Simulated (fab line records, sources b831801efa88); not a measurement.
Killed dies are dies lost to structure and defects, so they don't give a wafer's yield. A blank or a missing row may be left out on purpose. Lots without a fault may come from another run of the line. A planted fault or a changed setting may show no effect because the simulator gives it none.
One fault seen from 2 desks | flow sky130 | each desk has only its own numbers; what lay behind them comes last

THE TOOL OWNER'S DESK: rie_si-01
The tool's own readings at SKY_FIELD_ISO_ETCH_17 (etches Si in HBr/Cl2/O2, target depth 342 nm, time 97.7 s): means of the sampled wafers that have a number, for each lot that ran on this tool. A lot is out of limits, marked OUT, if its mean lies more than 4 standard deviations from the usual mean; the brackets give that distance.
Columns: A = HBr_flow_sccm at SKY_FIELD_ISO_ETCH_17, usual 150.0 sccm; B = drypump_motor_current_A at SKY_FIELD_ISO_ETCH_17, usual 5.6 A; C = oes_product_au at SKY_FIELD_ISO_ETCH_17, usual 1.002 a.u.; D = run_length_s at SKY_FIELD_ISO_ETCH_17, usual 126.1 s; E = throttle_valve_pct at SKY_FIELD_ISO_ETCH_17, usual 25.653 %
lot  | first seen here | A     | B   | C     | D                | E
L691 | day 2 04:17     | 149.9 | 5.5 | 1.007 | 125.9            | 25.647
L693 | day 2 05:56     | 149.9 | 5.5 | 1.001 | 126.1            | 25.659
L695 | day 2 12:06     | 150.0 | 5.5 | 0.997 | 126.1            | 25.658
L697 | day 3 16:10     | 149.9 | 5.9 | 1.003 | 126.4            | 25.650
L710 | day 6 09:13     | 149.8 | 5.8 | 0.996 | 128.9 (+7.1) OUT | 25.660
L711 | day 6 13:23     | 150.2 | 5.2 | 1.002 | 127.3            | 25.651
L713 | day 7 01:29     | 149.9 | 5.8 | 1.000 | 129.1 (+7.5) OUT | 25.652
This desk's finding: out of limits on L710, L713; first on L710, day 6 09:13 (run_length_s at SKY_FIELD_ISO_ETCH_17). In limits: L691, L693, L695, L697, L711.

THE METROLOGY DESK
What the gauges read, lot by lot, whatever tool the lot ran on: means of the sampled wafers that have a number. A lot is out of limits, marked OUT, if its mean lies more than 4 standard deviations from the usual mean; the brackets give that distance.
Columns: A = cd_nm at SKY_FIELD_ISO_CD_MEAS_13, usual 149.9 nm
lot  | first seen here | A
L691 | day 2 03:59     | 149.8
L693 | day 2 05:37     | 150.3
L695 | day 2 11:47     | 150.7
L697 | day 3 15:52     | 149.5
L710 | day 6 08:55     | 151.6
L711 | day 6 13:05     | 148.7
L713 | day 7 01:11     | 151.2
This desk's finding: nothing out of limits on any of the 7 lots.

PUT TOGETHER
The tool owner's desk could have raised an alarm at day 6 09:13, on L710, L713.
The metrology desk saw nothing out of limits.
The metrology desk has L710, L713 on record, within its limits.
Of the lots named, all ran SKY_FIELD_ISO_ETCH_17 on rie_si-01.

WHAT THE SIMULATOR HAD PUT IN
Process parameter drift: rie_si-01, from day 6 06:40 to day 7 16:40, at SKY_FIELD_ISO_ETCH_17. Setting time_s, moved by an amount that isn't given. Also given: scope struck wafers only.
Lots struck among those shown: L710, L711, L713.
Hours from the fault's start to each desk's first reading out of limits: the tool owner's desk, 3.
